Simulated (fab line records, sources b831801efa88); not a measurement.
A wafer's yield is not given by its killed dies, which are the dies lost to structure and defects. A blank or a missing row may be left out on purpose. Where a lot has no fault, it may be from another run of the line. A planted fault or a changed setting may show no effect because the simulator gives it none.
Struck lot and sound lot, side by side ; flow sky130 ; 15 out of 708 route steps
Sound: the wafers L146.4, L146.5, L146.6. Wafers struck: L149.1, L149.4, L149.5. The cause is named last.
Per side, at each step with rows, come the tool, then ch with its chambers, and then its first start. Under that, the readings that differ: sound wafers ; struck wafers ; difference of the means ; sigmas: that difference in standard deviations of wafers without a fault.
alike: same words and numbers on both sides, and readings whose means sit less than 2 such deviations apart. not compared: any withheld reading, any reading some wafer has no value for, any bound like >300 that may hide the same value, and any number with overlapping values for which the record gives no deviation.
A row with sigmas, a row that says differs or no value, or rows on one side alone: a step with any of these is where the two part. Numbers that don't overlap but have no deviation are shown without sigmas and don't part them. Lack of a reading on every wafer of one side parts them only where that side has two or more wafers.

SKY_CAP2M_THK_MEAS_01:
  sound on film_metro-01, day 42 13:41; struck on film_metro-01, day 43 08:09
  alike: CAP2M_CVD_00_THK
SKY_CAP2M_SPUTTER_02: material TiN, target thk 200 nm, time 166.7 s.
  sound on pvd_sputter-03, day 42 13:43; struck on pvd_sputter-04, day 43 08:13
  alike: throttle_valve_pct
SKY_CAP2M_RS_MEAS_03: measurement is done with a four-point probe.
  sound on film_metro-04, day 42 13:53; struck on film_metro-04, day 43 08:19
  alike: CAP2M_TIN_RS
SKY_CAP2M_THK_MEAS_04: measures by xrf.
  sound on film_metro-04, day 42 13:58; struck on film_metro-04, day 43 08:26
  alike: CAP2M_TIN_THK
then, 7 steps without rows for these wafers: SKY_CAP2M_DEHYDRATE_05 (time 60 s); SKY_CAP2M_HMDS_06 (prime time 60 s); SKY_CAP2M_COAT_07 (resist thk 1140 nm); SKY_CAP2M_SOFTBAKE_08 (time 60 s); SKY_CAP2M_EXPOSE_09 (exposes mask CAP2M, target cd 1000 nm); SKY_CAP2M_PEB_10; SKY_CAP2M_DEVELOP_11 (develop time 60 s).
SKY_CAP2M_OVL_MEAS_12:
  sound on overlay-01, day 43 12:57; struck on overlay-01, day 44 07:05
  alike: CAP2M_OVL
SKY_CAP2M_METAL_ETCH_13: etches TiN in Cl2/BCl3, stops on SiO2, target depth 220 nm, time 62.9 s.
  sound on rie_metal-04 ch 0,1, day 43 13:00; struck on rie_metal-01 ch 0, day 44 07:07
  no value came back on the struck wafers for any of 7 readings (bcl3_flow_sccm (sccm), bias_w (W) and others); on the sound wafers bcl3_flow_sccm (sccm) reads 29.82 29.92 29.99
reading;sound;struck;difference;sigmas
model.NOVOLAK_of_CAP2M_COAT_07.thk_nm (nm);1002 995.7 1001;1144 1143 1143;+144;
  not compared: rf_hours_counter_h
SKY_CAP2M_STRIP_14: strips in O2/N2.
  sound on plasma_asher-01 ch 0,1, day 43 13:05; struck on plasma_asher-02 ch 1, day 44 07:11
reading;sound;struck;difference;sigmas
strip_time_to_endpoint_s (s);12.76 12.66 12.76;14.23 14.21 14.23;+1.50;+28
  alike: drypump_motor_current_A, oes_product_au
  not compared: rf_hours_counter_h
then, 1 step without rows for these wafers: SKY_CAP2M_STRIP_15 (strips in post etch residue remover, time 1200 s).

WHERE THEY PART
Earliest at SKY_CAP2M_METAL_ETCH_13; latest, in this record, at SKY_CAP2M_STRIP_14.

WHY: what had been put in by the simulator
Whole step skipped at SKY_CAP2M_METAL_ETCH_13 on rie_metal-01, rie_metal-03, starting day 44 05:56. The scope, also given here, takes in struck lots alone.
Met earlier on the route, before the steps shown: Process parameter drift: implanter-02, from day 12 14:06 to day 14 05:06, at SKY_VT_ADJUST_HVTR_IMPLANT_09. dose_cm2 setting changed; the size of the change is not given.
